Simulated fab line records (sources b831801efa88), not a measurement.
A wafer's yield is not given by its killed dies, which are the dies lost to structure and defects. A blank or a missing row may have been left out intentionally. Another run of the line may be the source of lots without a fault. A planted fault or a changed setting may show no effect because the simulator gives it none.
fab line records	flow gf180mcu
record lots=6	wafers=18	lastDay=34
route steps=602 shown POLY_GATE@168 HV_LDD@176
lots that met no fault: from a run of the same line without faults
startH: hours from the record's first day to the start of the lot's first wafer shown	waitH: hours elapsed since this lot's preceding step	" as in the row above	L1.1+2: a row that stands for several wafers	- no value, or no start given	* or withheld: withheld	< > ~ a bound
route shown NAME@n: a module of which the file shows steps, and the number in the route of the first	usual: average and standard deviation across the fault-free wafers	same: alike in all rows	chamber/n: place in a boat	sites: the reading at each site	_std_site: the values' standard deviation	_edge_site: mean of outer sites minus mean of inner sites	radiusMm: how far each site lies from the wafer's centre	mask NAME#n: copy n	behind: the last tool/chamber to shape the wafer	hold: the reason the lot was held/the length of the hold in hours/how it ended	device: the n, p or np transistor that did not switch	end of line: tests run on the same wafers once the route is complete	a step given without rows: its recipe and nothing more	killed: the dies lost at the first sort to structure and to defects; this is not the yield of the wafer	map: the dies of a wafer, with x for killed, . for not killed, _ for no die there
set.NAME: the run value of the setting; set.NAME@STEP: its run value at that earlier step	model.NAME: the simulator's own value behind a step, which no gauge read
lots seen at some steps along the route; tables by step, rows by wafer
services: from which hour (startH, from the record's first day; less than 0 if before it) a tool's chamber was out of use, for how many hours, and why
## steps
# step GF_POLY_GATE_OVL_MEAS_11
# usual POLY_GATE_OVL=3/5.5
lot.wafer	tool	chamber	startH	waitH	POLY_GATE_OVL[nm]
L732.3	overlay-02	-	207.76	0.1	-2
L732.5	"	-	"	"	-5
L732.6	"	-	"	"	-3
L738.1	overlay-01	-	246.65	0.1	5
L738.3	"	-	"	"	10
L738.6	"	-	"	"	5
L740.1	overlay-02	-	261.15	0.1	-2
L740.2	"	-	"	"	4
L740.6	"	-	"	"	7
L741.1	overlay-01	-	271.65	0.1	1
L741.2	"	-	"	"	-2
L741.3	"	-	"	"	0
L750.2	overlay-01	-	332.55	0.1	-5
L750.3	"	-	"	"	-7
L750.6	"	-	"	"	3
L752.1	overlay-01	-	354.26	0.1	6
L752.2	"	-	"	"	1
L752.6	"	-	"	"	4
# step GF_POLY_GATE_ETCH_12
# recipe chemistry=N2/H2	targetDepthA=withheld	overetchA=withheld	timeS=withheld	target=BARC	ionEnergyEv=200	sourceW=500	biasW=100	pressureMtorr=30	n2FlowSccm=100	h2FlowSccm=200
# usual drypumpMotorCurrentA=5.9/0.45	n2FlowSccm=100.0/0.32	oesProductAu=0.735/0.0043	throttleValvePct=13.214/0.0088
lot.wafer	tool	chamber	startH	waitH	drypumpMotorCurrentA	n2FlowSccm	oesProductAu	throttleValvePct
L732.3	rieDiel-04	0	207.78	0.0	6.4	99.9	0.744	13.210
L732.5	"	0	"	"	6.3	99.7	0.734	13.218
L732.6	"	1	"	"	5.7	100.5	0.735	13.210
L738.1	rieDiel-04	0	246.68	0.0	6.3	99.9	0.732	13.225
L738.3	"	3	"	"	5.6	100.4	0.740	13.222
L738.6	"	0	"	"	6.4	100.0	0.737	13.224
L740.1	rieDiel-04	3	261.19	0.0	5.6	100.7	0.733	13.210
L740.2	"	0	"	"	6.4	99.6	0.739	13.212
L740.6	"	3	"	"	5.6	100.1	0.743	13.223
L741.1	rieDiel-04	0	271.69	0.0	6.4	99.9	0.734	13.219
L741.2	"	1	"	"	5.7	99.8	0.733	13.218
L741.3	"	3	"	"	5.6	99.9	0.732	13.231
L750.2	rieDiel-03	3	332.58	0.0	4.7	99.4	0.725	13.205
L750.3	"	2	"	"	5.8	100.0	0.727	13.221
L750.6	"	1	"	"	6.2	100.7	0.737	13.221
L752.1	rieDiel-03	1	354.30	0.0	6.2	99.8	0.735	13.230
L752.2	"	0	"	"	5.8	99.6	0.738	13.199
L752.6	"	3	"	"	4.7	99.8	0.738	13.216
# step GF_POLY_GATE_ETCH_13
# recipe target=poly-Si	targetDepthNm=198.5	stopOn=SiO2	overEtchFrac=0.403	chemistry=HBr/Cl2	icpW=400	biasW=100	pressureMtorr=10	HBr_flow_sccm=150	Cl2_flow_sccm=50	timeS=69.6
# usual drypumpMotorCurrentA=5.7/0.55	oesProductAu=0.992/0.0078	throttleValvePct=33.684/0.0093
# same timeS=69.6
lot.wafer	tool	chamber	startH	waitH	drypumpMotorCurrentA	oesProductAu	rfHoursCounterH	throttleValvePct
L732.3	rieSi-02	2	207.84	-	5.0	0.995	23	33.680
L732.5	"	1	"	"	6.8	0.992	-	33.693
L732.6	"	0	"	"	5.6	0.986	-	33.674
L738.1	rieSi-01	1	246.73	-	5.7	1.002	91	33.689
L738.3	"	2	"	"	5.2	0.991	1	33.693
L738.6	"	2	"	"	5.2	0.999	-	33.681
L740.1	rieSi-02	1	261.24	-	6.8	0.988	74	33.692
L740.2	"	0	"	"	5.6	0.989	6	33.679
L740.6	"	0	"	"	5.6	0.983	-	33.693
L741.1	rieSi-01	2	271.74	-	5.2	0.988	1	33.678
L741.2	"	3	"	"	5.7	0.992	31	33.676
L741.3	"	0	"	"	5.5	0.991	99	33.665
L750.2	rieSi-02	2	332.63	-	5.0	0.992	24	33.690
L750.3	"	3	"	"	5.9	0.997	41	33.672
L750.6	"	1	"	"	6.8	0.983	-	33.685
L752.1	rieSi-02	2	354.35	-	5.0	1.002	25	33.701
L752.2	"	1	"	"	6.8	0.983	75	33.689
L752.6	"	0	"	"	5.6	0.983	-	33.686
# step GF_POLY_GATE_STRIP_14
# recipe chemistry=O2/N2	powerW=1400	pressureMtorr=1500	platenTempC=250	o2FlowSccm=3000	n2FlowSccm=300	overashFraction=0.5
# usual drypumpMotorCurrentA=5.5/0.41	heaterPowerW=324/32	n2FlowSccm=299.9/0.91	oesProductAu=0.505/0.0045
lot.wafer	tool	chamber	startH	waitH	drypumpMotorCurrentA	heaterPowerW	n2FlowSccm	oesProductAu	rfHoursCounterH
L732.3	plasmaAsher-03	1	207.92	0.1	5.7	326	300.5	0.508	-
L732.5	"	0	"	"	6.1	266	300.2	0.505	-
L732.6	"	1	"	"	5.8	332	299.2	0.502	-
L738.1	plasmaAsher-03	0	246.79	0.0	6.1	264	299.6	0.508	60
L738.3	"	0	"	"	6.1	266	300.1	0.505	-
L738.6	"	0	"	"	6.1	263	298.1	0.505	-
L740.1	plasmaAsher-02	1	261.29	0.0	5.0	358	300.1	0.509	38
L740.2	"	0	"	"	5.3	323	297.5	0.505	38
L740.6	"	0	"	"	5.3	321	300.0	0.502	-
L741.1	plasmaAsher-02	1	271.79	0.0	5.0	356	298.7	0.507	39
L741.2	"	0	"	"	5.3	325	300.1	0.512	39
L741.3	"	1	"	"	5.0	367	298.4	0.503	-
L750.2	plasmaAsher-03	1	332.69	0.0	5.7	322	300.1	0.500	69
L750.3	"	0	"	"	6.1	259	299.7	0.507	-
L750.6	"	1	"	"	5.7	329	300.1	0.503	-
L752.1	plasmaAsher-01	0	354.41	0.0	5.8	342	301.0	0.500	76
L752.2	"	1	"	"	5.8	327	299.6	0.506	76
L752.6	"	1	"	"	5.8	335	298.3	0.497	-
# step GF_POLY_GATE_CLEAN_15
# recipe chemistry=SC1/SC2	mix=1:4:20	tempC=70	timeS=150	dry=n2Spin
# step GF_POLY_GATE_OXIDATION_16
# recipe tempC=850	ambient=O2	stabiliseS=600	purgeS=300	targetThkA=40	oxTimeS=899
# step GF_POLY_GATE_THK_MEAS_17
# recipe reads=SiO2_of_POLY_GATE_OXIDATION_16
# usual POLY_GATE_OXIDATION_THK=3.96/0.08
lot.wafer	tool	chamber	startH	waitH	POLY_GATE_OXIDATION_THK[nm]
L732.3	filmMetro-03	-	209.34	0.0	4.06
L732.5	"	-	"	"	3.97
L732.6	"	-	"	"	3.90
L738.1	filmMetro-03	-	248.76	0.0	3.82
L738.3	"	-	"	"	3.91
L738.6	"	-	"	"	3.95
L740.1	filmMetro-01	-	262.69	0.0	3.88
L740.2	"	-	"	"	3.91
L740.6	"	-	"	"	3.92
L741.1	filmMetro-04	-	273.88	0.0	3.99
L741.2	"	-	"	"	3.94
L741.3	"	-	"	"	3.95
L750.2	filmMetro-03	-	334.10	0.0	3.80
L750.3	"	-	"	"	3.87
L750.6	"	-	"	"	3.82
L752.1	filmMetro-04	-	355.80	0.0	3.97
L752.2	"	-	"	"	4.00
L752.6	"	-	"	"	3.93
# step GF_POLY_GATE_CD_MEAS_18
# usual cdNm=280.3/1.8
lot.wafer	tool	chamber	startH	waitH	cdNm
L732.3	cdSem-01	-	209.51	0.2	277.8
L732.5	"	-	"	"	279.9
L732.6	"	-	"	"	278.2
L738.1	cdSem-01	-	248.82	0.1	279.2
L738.3	"	-	"	"	277.1
L738.6	"	-	"	"	277.5
L740.1	cdSem-01	-	262.75	0.1	280.8
L740.2	"	-	"	"	281.4
L740.6	"	-	"	"	278.9
L741.1	cdSem-01	-	273.94	0.1	282.9
L741.2	"	-	"	"	284.2
L741.3	"	-	"	"	283.4
L750.2	cdSem-02	-	334.18	0.1	279.8
L750.3	"	-	"	"	281.2
L750.6	"	-	"	"	278.5
L752.1	cdSem-01	-	355.86	0.1	281.4
L752.2	"	-	"	"	280.2
L752.6	"	-	"	"	281.4
# step GF_HV_LDD_DEHYDRATE_00
# recipe tempC=200	timeS=60
# step GF_HV_LDD_HMDS_01
# recipe primeTimeS=60	primeTempC=120
# step GF_HV_LDD_COAT_02
# recipe resist=NOVOLAK	spinRpm=3000	resistThkNm=1000
# step GF_HV_LDD_SOFTBAKE_03
# recipe tempC=90	timeS=60	resist=NOVOLAK
# step GF_HV_LDD_EXPOSE_04
# recipe maskId=Nplus_LV_AREA	targetCdNm=400	na=0.6	sourceShape=conventional	sigmaOuter=0.6	doseMj=140
# usual exposureDoseMJCm2=139.93/0.14	focusOffsetNm=0.0/0.49	stageVelMmS=500.04/0.25
lot.wafer	tool	chamber	startH	waitH	mask	exposureDoseMJCm2	focusOffsetNm	stageVelMmS
L732.3	ilineStepper-01	0	218.62	-	Nplus_LV_AREA#0	139.73	0.1	500.53
L732.5	"	0	"	"	Nplus_LV_AREA#0	139.78	-0.9	500.01
L732.6	"	0	"	"	Nplus_LV_AREA#0	140.08	0.3	500.28
L738.1	ilineStepper-02	0	258.45	-	Nplus_LV_AREA#0	139.95	0.4	499.70
L738.3	"	0	"	"	Nplus_LV_AREA#0	139.85	-0.4	499.89
L738.6	"	0	"	"	Nplus_LV_AREA#0	139.83	-0.6	499.69
L740.1	ilineStepper-02	-	271.93	-	Nplus_LV_AREA#0	-	-	-
L740.2	"	-	"	"	Nplus_LV_AREA#0	-	-	-
L740.6	"	-	"	"	Nplus_LV_AREA#0	-	-	-
L741.1	ilineStepper-01	-	284.09	-	Nplus_LV_AREA#0	-	-	-
L741.2	"	-	"	"	Nplus_LV_AREA#0	-	-	-
L741.3	"	-	"	"	Nplus_LV_AREA#0	-	-	-
L750.2	ilineStepper-02	0	345.38	-	Nplus_LV_AREA#0	139.99	0.9	500.13
L750.3	"	0	"	"	Nplus_LV_AREA#0	140.01	0.6	499.99
L750.6	"	0	"	"	Nplus_LV_AREA#0	139.91	0.3	500.05
L752.1	ilineStepper-01	0	366.85	-	Nplus_LV_AREA#0	140.06	0.3	499.89
L752.2	"	0	"	"	Nplus_LV_AREA#0	139.87	0.1	500.21
L752.6	"	0	"	"	Nplus_LV_AREA#0	140.22	-0.1	499.85
# step GF_HV_LDD_PEB_05
# recipe tempC=withheld	timeS=*	resist=NOVOLAK
## services
tool	chamber	startH	hours	kind
plasmaAsher-02	-	189.38	0.4	repair
rieSi-02	3	205.56	34.6	repair
rieDiel-04	2	206.12	-	clean
rieDiel-04	2	206.12	24.4	scheduledDown
rieDiel-04	2	206.12	24.4	ventCycle
ilineStepper-01	-	209.80	2.1	pm
ilineStepper-02	0	211.69	-	calibration
ilineStepper-01	-	211.88	-	consumableReplace:lamp
rieDiel-03	3	213.46	-	clean
rieDiel-03	3	213.46	22.6	scheduledDown
rieDiel-03	3	213.46	22.6	ventCycle
plasmaAsher-01	-	218.55	10.0	pm
rieDiel-03	2	224.01	4.5	repair
rieDiel-03	0	224.18	2.0	repair
ilineStepper-01	-	237.88	1.7	pm
ilineStepper-02	-	242.93	1.7	pm
ilineStepper-01	-	251.85	3.8	repair
rieDiel-04	2	271.65	10.0	repair
ilineStepper-01	0	279.76	-	calibration
plasmaAsher-03	-	281.28	2.8	repair
ilineStepper-02	-	307.41	4.2	repair
plasmaAsher-01	-	334.46	6.2	repair
plasmaAsher-02	-	338.81	0.4	repair
rieDiel-04	3	349.49	7.3	repair
## key
firstSign step=GF_HV_LDD_EXPOSE_04	reading=toolRecord	direction=missing
effect none on later readings
metAt GF_HV_LDD_EXPOSE_04
struckWafers L740.1,L740.2,L740.6,L741.1,L741.2,L741.3
laterRowsLeftOut L740.1,L740.2,L740.6,L741.1,L741.2,L741.3
sortLeftOut L740.1,L740.2,L740.6,L741.1,L741.2,L741.3
testerLeftOut L740,L741
onsetBetween 258.45 271.93
fault kind=skippedStepWhole	tool=ilineStepper-01,ilineStepper-02	chamber=-	onsetH=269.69	steps=GF_HV_LDD_EXPOSE_04	scope=struckLotsOnly
# testerLeftOut: of these lots the tester's yield and bins aren't shown, on N5 and GAA mostly nor the transistor test; their killed dies are dies lost to structure and defects alone, not to doping, threshold or leakage, so they don't give the yield
# sortLeftOut: the simulated sort isn't trusted on such a fault, so these wafers' sort isn't shown, and their yield isn't known
# laterRowsLeftOut: the simulator's readings of these wafers behind a module that went badly wrong aren't trusted and aren't shown, but for the sort
